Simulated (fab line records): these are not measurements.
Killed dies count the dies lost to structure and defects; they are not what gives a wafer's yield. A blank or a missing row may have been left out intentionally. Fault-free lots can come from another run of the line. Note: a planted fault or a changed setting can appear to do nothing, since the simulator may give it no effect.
Problem report, 8D (eight disciplines) form, completed by code | flow gf180mcu | the parts of the form that need people (team, actions taken, sign-off) are left out

== 1. THE ISSUE ==
V1_W_RS at GF_V1_RS_MEAS_24 reads a mean of 0.350 ohm/sq on 1 wafer of 1 lot; wafers without a fault read 0.328 ohm/sq with a standard deviation of 0.0036. Measured from the usual mean, that is +6.1 standard deviations.
The step: measures by four-point-probe.
First seen on wafer L684.5, day 20 03:51, on film_metro-04. The record has a number at this step for 33 wafers belonging to 11 lots. Rule for "out", or "out of limits": more than 4 standard deviations from the usual mean. The other wafers with a number count as sound.

== 2. WHAT IT IS, WHAT IT ISN'T ==
question                    | is                | is not
which readings at this step | V1_W_RS           | -
which lots                  | L684              | L680, L682, L694, L695, L696, L698, L699, L700, L701, L702
which wafers of those lots  | L684.5            | L684.2, L684.3
read on which gauges        | film_metro-04     | film_metro-01, film_metro-03
when                        | from day 20 03:51 | up to then (8 sound wafers); but 24 sound wafers of L694, L695, L696, L698, L699, L700, L701, L702 came after

== 3. SUSPECTS, AND WHAT RULES EACH OUT ==
Counting: a tool at a process step up to the reading stays a suspect if it ran every lot that is out. Sound lots after the first of them don't rule it out here, since some wafers of a struck lot are sound.
- the gauge at GF_V1_RS_MEAS_24: kept. All the wafers that are out were read on film_metro-04, and no step on other tools shows them out.
- cvd_w-01 at GF_V1_CVD_23 (deposits W, target thk 350 nm, time 105.05 s): kept. It ran the lot that is out, L684 (day 20 03:43); its last sound lot up to then is L682 (day 19 00:17).
After counting, cvd_w-01 at GF_V1_CVD_23 and film_metro-04 at GF_V1_RS_MEAS_24 remain.

== 4. THE CAUSE (what the simulator had put in) ==
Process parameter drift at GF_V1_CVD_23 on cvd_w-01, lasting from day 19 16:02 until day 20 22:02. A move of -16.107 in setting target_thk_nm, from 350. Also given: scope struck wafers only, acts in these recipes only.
This tool is one of the 2 suspects left after counting.

== 5. SEQUENCE OF EFFECTS, ordered by route ==
Rows list readings where the struck wafers' mean (over those with a number) sits beyond 3 standard deviations from the usual. Only readings for which the record gives a usual standard deviation are gone through. hours: the time from each lot's start at the first step in this table that gives one to its start at this step, as a median over the lots. sigmas: the change in usual standard deviations.
hours | step              | reading            | usual        | on struck wafers | change | sigmas
0     | GF_V1_RS_MEAS_24  | V1_W_RS            | 0.328 ohm/sq | 0.350            | +0.022 | +6.1
0     | GF_V1_THK_MEAS_25 | V1_W_THK           | 344 nm       | 327              | -17    | -3.5
0     | GF_V1_CMP_26      | time_to_endpoint_s | 84 s         | 74               | -10    | -3.2
It contains these process steps:
- GF_V1_CMP_26: polishes, stops on SiO2, t overpolish 15 s, target thk 0 nm.

== 6. HOW IT WOULD HAVE BEEN CAUGHT EARLIER ==
12 hours passed between the start of the fault at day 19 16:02 and the first reading out of limits at a measuring or inspecting step in this record, taken at day 20 03:51.
Of the tool readings at GF_V1_CVD_23 for which the record gives a usual standard deviation, none was out on any struck wafer, so an alarm limit of 4 standard deviations on them would not have fired.
Lots out: 1; all had begun GF_V1_CVD_23 on cvd_w-01 by day 20 03:51. Holding the tool at that point would not have protected any of them.
